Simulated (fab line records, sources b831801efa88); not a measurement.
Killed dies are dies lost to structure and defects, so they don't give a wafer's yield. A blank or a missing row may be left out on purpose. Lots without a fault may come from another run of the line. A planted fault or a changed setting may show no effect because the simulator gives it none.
Which tool did it? | flow sky130 | 24 lots, 72 wafers sampled, at 1 step of a route of 708

WHAT THE GAUGES READ, wafer by wafer
SKY_FIELD_ISO_BOW_MEAS_00.
lot  | measured    | on            | INCOMING_BOW (um)
L074 | day 1 10:00 | film_metro-01 | 2 10 12
L075 | day 1 15:00 | film_metro-01 | 7 -1 -2
L076 | day 1 20:00 | film_metro-03 | 2 -11 3
L077 | day 2 01:01 | film_metro-01 | 0 -1 -14
L078 | day 2 06:02 | film_metro-01 | 9 7 10
L079 | day 2 11:01 | film_metro-03 | 7 1 -5
L080 | day 2 16:02 | film_metro-02 | 2 -6 -9
L081 | day 2 21:01 | film_metro-03 | -10 -7 -15
L082 | day 3 02:02 | film_metro-01 | 0 0 5
L083 | day 3 07:04 | film_metro-02 | -3 6 -4
L084 | day 3 12:02 | film_metro-03 | 8 6 3
L085 | day 3 17:00 | film_metro-03 | 7 -3 7
L086 | day 3 22:01 | film_metro-03 | -5 -8 5
L087 | day 4 03:01 | film_metro-03 | 2 3 12
L088 | day 4 08:00 | film_metro-01 | 15 4 -8
L089 | day 4 13:01 | film_metro-03 | -3 -4 4
L090 | day 4 18:02 | film_metro-02 | -1 -3 -8
L091 | day 4 23:00 | film_metro-02 | -12 -3 -2
L092 | day 5 04:01 | film_metro-01 | -10 4 -2
L093 | day 5 09:00 | film_metro-02 | -5 2 3
L094 | day 5 14:01 | film_metro-02 | -10 2 -5
L095 | day 5 19:01 | film_metro-02 | -2 2 0
L096 | day 6 00:01 | film_metro-02 | -5 2 -5
L097 | day 6 05:01 | film_metro-02 | -7 -8 -2

WHICH TOOL RAN EACH LOT (tool, then ch and the chambers of the sampled wafers, then the start)
The record holds no process step before these readings.

WHAT THE TOOLS THEMSELVES READ (means of the sampled wafers that have a number; where no wafer has one, the mark that the record gives instead)
The record holds no such reading with a usual standard deviation.

THE ANSWER, worked out from the rows above alone
Rule: what is usual is taken from the lots themselves. Put in order of their means at a reading, lots are off if they are a third of the lots or fewer, leave a main group of 4 or more, and stand apart from it by a gap of 3 or more times the standard deviation of the main group's means; of several such gaps the widest counts. A main group whose means are all the same, to the digits that the tables above print for the reading, isn't used. A lot without any number at a reading at which 4 lots or more have one is off too. The other lots that the step has rows for count as sound. The gauges are gone through in route order, then the tools' own readings, and for those a lot's mean is taken as printed above. The first step at which some lot is off is used, and at that step the reading that is off furthest; a lot without a number counts as furthest.
No lot is off at any reading shown: from this, nothing can be told.

WHAT THE SIMULATOR HAD PUT IN
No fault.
